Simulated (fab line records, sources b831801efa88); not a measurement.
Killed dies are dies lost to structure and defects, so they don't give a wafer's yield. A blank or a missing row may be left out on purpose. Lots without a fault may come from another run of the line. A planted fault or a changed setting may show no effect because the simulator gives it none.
Problem report in the 8D (eight disciplines) form, filled by code | flow gf180mcu | the parts of the form that need people (team, actions taken, sign-off) are left out

1. THE PROBLEM
MVSD_RS at GF_VT_IMPLANT_RS_MEAS_46 reads a mean of 491.1 ohm/sq on 6 wafers of 2 lots; wafers without a fault read 456.6 ohm/sq with a standard deviation of 1.1. That is +31 standard deviations from the usual mean.
The step: measures by four-point-probe.
First seen on wafer L624.1, day 10 18:14, on film_metro-03. The record holds 39 wafers of 13 lots with a number at this step. Rule for "out", or "out of limits": more than 4 standard deviations from the usual mean. The other wafers with a number count as sound.

2. WHAT IT IS AND WHAT IT IS NOT
question                    | is                     | is not
which readings at this step | MVSD_RS                | -
which lots                  | L624, L625             | L613, L614, L615, L616, L618, L619, L620, L629, L634, L635, L636
which wafers of those lots  | all that have a number | -
read on which gauges        | film_metro-03          | film_metro-01, film_metro-04
when                        | from day 10 18:14      | up to then (21 sound wafers); but 12 sound wafers of L629, L634, L635, L636 came after

3. SUSPECTS, AND WHAT RULES EACH OUT
Counting: a tool at a process step up to the reading stays a suspect if it ran every lot that is out and no sound lot after the first of them.
- the gauge at GF_VT_IMPLANT_RS_MEAS_46: ruled out. All the wafers that are out were read on film_metro-03, but those of them that GF_MVSD_IMPLANT_09 has rows for are out there too, on other tools.
- implanter-03 at GF_MVSD_IMPLANT_09: kept. It ran every lot that is out, first L624 (day 7 05:22), and no sound lot after that; its last sound lot up to then is L618 (day 5 15:47). Its own readings are out on those wafers: dose_ions_cm2, faraday_current_uA.
Left after counting: implanter-03 at GF_MVSD_IMPLANT_09.

4. THE CAUSE (what the simulator had put in)
Process parameter drift: implanter-03, from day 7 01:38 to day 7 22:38, at GF_MVSD_IMPLANT_09. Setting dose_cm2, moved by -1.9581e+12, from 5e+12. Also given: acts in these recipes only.
Counting left only this tool.

5. THE CHAIN OF EFFECTS, in route order
Each row: a reading whose mean over the struck wafers that have a number lies more than 3 standard deviations from the usual. Only readings for which the record gives a usual standard deviation are gone through. hours: the time from each lot's start at the first step in this table that gives one to its start at this step, as a median over the lots. sigmas: the change in usual standard deviations.
hours | step                     | reading            | usual        | on struck wafers | change | sigmas
0     | GF_MVSD_IMPLANT_09       | dose_ions_cm2      | 5e+12        | 3e+12            | -2e+12 | -99 or more
0     | GF_MVSD_IMPLANT_09       | faraday_current_uA | 28.2         | 17.3             | -10.9  | -19
85    | GF_VT_IMPLANT_RS_MEAS_46 | MVSD_RS            | 456.6 ohm/sq | 491.1            | +34.5  | +31
The process steps in it:
- GF_MVSD_IMPLANT_09
Later measuring or inspecting steps at which every struck wafer that the step has a row for has a number for every such reading, and none has moved that far: GF_CONTACT_RS_MEAS_25.

6. WHAT WOULD HAVE CAUGHT IT SOONER
In this record the first reading out of limits at a measuring or inspecting step was taken at day 10 18:14, 89 hours after the fault began at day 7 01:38.
The tool's own readings at GF_MVSD_IMPLANT_09 were out on every struck wafer that the step has a row for (dose_ions_cm2, faraday_current_uA): an alarm limit on them would have fired on the first of those.
All the lots that are out (2) had begun GF_MVSD_IMPLANT_09 on implanter-03 by day 10 18:14. A hold on the tool at that time would have spared none of them.
